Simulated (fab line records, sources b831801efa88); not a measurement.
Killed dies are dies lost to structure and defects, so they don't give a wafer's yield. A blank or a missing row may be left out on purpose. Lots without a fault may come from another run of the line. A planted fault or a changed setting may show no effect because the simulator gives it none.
Which tool did it? | flow gf180mcu | 12 lots, 36 wafers sampled, at 5 steps of a route of 602

WHAT THE GAUGES READ, wafer by wafer
GF_M1_CD_MEAS_14: target cd 230 nm.
lot  | measured     | on        | cd_nm (nm)
L360 | day 17 00:01 | cd_sem-02 | 228.5 227.5 228.8
L361 | day 18 02:28 | cd_sem-02 | 228.6 228.4 229.2
L363 | day 18 11:24 | cd_sem-01 | 229.6 230.8 230.1
L364 | day 18 22:43 | cd_sem-02 | 229.9 230.4 230.0
L365 | day 19 10:20 | cd_sem-02 | 229.3 228.0 228.0
L366 | day 19 11:37 | cd_sem-02 | 229.8 229.6 228.8
L370 | day 21 00:49 | cd_sem-01 | 231.5 231.8 230.2
L371 | day 21 10:52 | cd_sem-01 | 229.3 228.9 227.9
L373 | day 21 22:26 | cd_sem-02 | 229.3 229.4 228.7
L380 | day 24 10:33 | cd_sem-01 | 228.3 230.6 230.7
L382 | day 24 20:35 | cd_sem-01 | 228.9 229.9 229.5
L383 | day 25 02:42 | cd_sem-02 | 231.0 230.9 229.5

GF_V1_THK_MEAS_01.
lot  | measured     | on            | V1_CVD_00_THK (nm)
L360 | day 17 00:56 | film_metro-03 | 597 595 600
L361 | day 18 03:23 | film_metro-03 | 590 604 603
L363 | day 18 12:19 | film_metro-04 | 607 600 605
L364 | day 18 23:38 | film_metro-04 | 595 593 594
L365 | day 19 11:16 | film_metro-02 | 611 607 604
L366 | day 19 12:31 | film_metro-04 | 602 604 594
L370 | day 21 01:51 | film_metro-04 | 603 596 601
L371 | day 21 11:45 | film_metro-04 | 597 590 593
L373 | day 21 23:22 | film_metro-03 | 599 605 598
L380 | day 24 11:29 | film_metro-03 | 597 608 598
L382 | day 24 21:29 | film_metro-02 | 589 598 593
L383 | day 25 03:35 | film_metro-02 | 596 602 598

WHICH TOOL RAN EACH LOT (tool, then ch and the chambers of the sampled wafers, then the start)
lot  | GF_STI_ETCH_14                  | GF_STI_STRIP_15                     | GF_M1_STRIP_17
L360 | rie_si-01 ch 2,3, day 2 00:59   | plasma_asher-03 ch 0,1, day 2 01:04 | plasma_asher-02 ch 0,1, day 17 00:16
L361 | rie_si-01 ch 0,3, day 2 07:01   | plasma_asher-01 ch 0,1, day 2 07:05 | plasma_asher-02 ch 0,1, day 18 02:43
L363 | rie_si-02 ch 0,1, day 2 16:01   | plasma_asher-04 ch 0,1, day 2 16:07 | plasma_asher-02 ch 0,1, day 18 11:40
L364 | rie_si-01 ch 1,3, day 2 21:08   | plasma_asher-03 ch 0,1, day 2 21:13 | plasma_asher-03 ch 0,1, day 18 22:59
L365 | rie_si-02 ch 1,2,3, day 3 05:55 | plasma_asher-03 ch 0,1, day 3 05:59 | plasma_asher-02 ch 1, day 19 10:35
L366 | rie_si-01 ch 0,2,3, day 3 11:19 | plasma_asher-04 ch 0,1, day 3 11:23 | plasma_asher-01 ch 0,1, day 19 11:53
L370 | rie_si-01 ch 0,1, day 4 06:16   | plasma_asher-01 ch 0,1, day 4 06:20 | plasma_asher-01 ch 0,1, day 21 01:05
L371 | rie_si-01 ch 0,1, day 4 10:32   | plasma_asher-01 ch 0,1, day 4 10:37 | plasma_asher-02 ch 0,1, day 21 11:08
L373 | rie_si-02 ch 1,2,3, day 4 22:22 | plasma_asher-03 ch 0,1, day 4 22:26 | plasma_asher-01 ch 0,1, day 21 22:43
L380 | rie_si-02 ch 0,2, day 6 08:37   | plasma_asher-01 ch 0,1, day 6 08:41 | plasma_asher-03 ch 0,1, day 24 10:50
L382 | rie_si-02 ch 1,2, day 6 19:28   | plasma_asher-03 ch 1, day 6 19:32   | plasma_asher-02 ch 0,1, day 24 20:52
L383 | rie_si-02 ch 1,2,3, day 7 00:31 | plasma_asher-01 ch 0,1, day 7 00:35 | plasma_asher-01 ch 0,1, day 25 02:58
- GF_STI_ETCH_14: etches Si in HBr/Cl2/O2, target depth 360 nm, time 102.9 s.
- GF_STI_STRIP_15: strips in O2/N2.
- GF_M1_STRIP_17: strips in O2/N2.

WHAT THE TOOLS THEMSELVES READ (means of the sampled wafers that have a number; where no wafer has one, the mark that the record gives instead)
GF_STI_ETCH_14.
lot  | tool      | drypump_motor_current_A (A) | mfc_cl2_sccm (sccm) | oes_product_au (a.u.) | throttle_valve_pct (%)
L360 | rie_si-01 | 5.3                         | 40.09               | 1.015                 | 25.637
L361 | rie_si-01 | 5.6                         | 40.00               | 1.013                 | 25.650
L363 | rie_si-02 | 5.2                         | 39.99               | 0.994                 | 25.652
L364 | rie_si-01 | 6.0                         | 40.11               | 1.016                 | 25.652
L365 | rie_si-02 | 6.0                         | 40.08               | 0.996                 | 25.664
L366 | rie_si-01 | 5.5                         | 39.78               | 1.010                 | 25.654
L370 | rie_si-01 | 5.3                         | 39.88               | 0.805                 | 25.788
L371 | rie_si-01 | 5.4                         | 40.06               | 0.805                 | 25.780
L373 | rie_si-02 | 6.1                         | 39.97               | 0.999                 | 25.659
L380 | rie_si-02 | 6.2                         | 39.97               | 0.988                 | 25.666
L382 | rie_si-02 | 5.8                         | 40.23               | 0.995                 | 25.661
L383 | rie_si-02 | 6.0                         | 40.11               | 1.005                 | 25.662

GF_STI_STRIP_15.
lot  | tool            | drypump_motor_current_A (A) | heater_power_w (W) | oes_product_au (a.u.) | strip_time_to_endpoint_s (s)
L360 | plasma_asher-03 | 5.9                         | 335                | 0.384                 | 3.74
L361 | plasma_asher-01 | 5.7                         | 301                | 0.383                 | 3.69
L363 | plasma_asher-04 | 5.2                         | 349                | 0.380                 | 3.75
L364 | plasma_asher-03 | 6.2                         | 313                | 0.381                 | 3.68
L365 | plasma_asher-03 | 6.2                         | 314                | 0.392                 | 3.81
L366 | plasma_asher-04 | 5.2                         | 354                | 0.385                 | 3.74
L370 | plasma_asher-01 | 5.7                         | 305                | 0.404                 | 4.14
L371 | plasma_asher-01 | 5.9                         | 300                | 0.402                 | 4.13
L373 | plasma_asher-03 | 6.2                         | 310                | 0.380                 | 3.67
L380 | plasma_asher-01 | 5.9                         | 301                | 0.382                 | 3.74
L382 | plasma_asher-03 | 5.5                         | 350                | 0.386                 | 3.74
L383 | plasma_asher-01 | 5.7                         | 303                | 0.386                 | 3.74

GF_M1_STRIP_17.
lot  | tool            | drypump_motor_current_A (A) | heater_power_w (W) | oes_product_au (a.u.) | strip_time_to_endpoint_s (s)
L360 | plasma_asher-02 | 6.1                         | 321                | 0.534                 | 7.30
L361 | plasma_asher-02 | 6.1                         | 321                | 0.535                 | 7.43
L363 | plasma_asher-02 | 6.1                         | 321                | 0.544                 | 7.44
L364 | plasma_asher-03 | 5.9                         | 330                | 0.535                 | 7.27
L365 | plasma_asher-02 | 6.2                         | 323                | 0.539                 | 7.37
L366 | plasma_asher-01 | 5.7                         | 305                | 0.539                 | 7.42
L370 | plasma_asher-01 | 5.9                         | 302                | 0.540                 | 7.47
L371 | plasma_asher-02 | 6.1                         | 330                | 0.534                 | 7.35
L373 | plasma_asher-01 | 5.9                         | 302                | 0.539                 | 7.47
L380 | plasma_asher-03 | 6.2                         | 309                | 0.542                 | 7.44
L382 | plasma_asher-02 | 6.2                         | 324                | 0.537                 | 7.45
L383 | plasma_asher-01 | 5.9                         | 306                | 0.540                 | 7.40

THE ANSWER, worked out from the rows above alone
Rule: what is usual is taken from the lots themselves. Put in order of their means at a reading, lots are off if they are a third of the lots or fewer, leave a main group of 4 or more, and stand apart from it by a gap of 3 or more times the standard deviation of the main group's means; of several such gaps the widest counts. A main group whose means are all the same, to the digits that the tables above print for the reading, isn't used. A lot without any number at a reading at which 4 lots or more have one is off too. The other lots that the step has rows for count as sound. The gauges are gone through in route order, then the tools' own readings, and for those a lot's mean is taken as printed above. The first step at which some lot is off is used, and at that step the reading that is off furthest; a lot without a number counts as furthest.
Off: L370, L371, at GF_STI_ETCH_14 (oes_product_au). The main group: mean 1.003 a.u., standard deviation 0.0095.
A tool fits if, at that step or a process step before it, it ran every lot that is off, and no sound lot after the first of them. One fits: rie_si-01 at GF_STI_ETCH_14. Its last sound lot is L366 (day 3 11:19), its first lot that is off L370 (day 4 06:16): a fault that began between those two fits.
The tool's own readings at GF_STI_ETCH_14 bear it out: on the lots that are off they differ by more than 5 times the standard deviation of the sound lots' means. oes_product_au reads 0.805 a.u. there against 1.003 a.u. on the sound lots; throttle_valve_pct reads 25.784 % there against 25.656 % on the sound lots.

WHAT THE SIMULATOR HAD PUT IN
Process parameter drift: rie_si-01, from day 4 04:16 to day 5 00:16, at GF_STI_ETCH_14. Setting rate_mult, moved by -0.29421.
Lots struck among those shown: L370, L371. The rule above found the same.
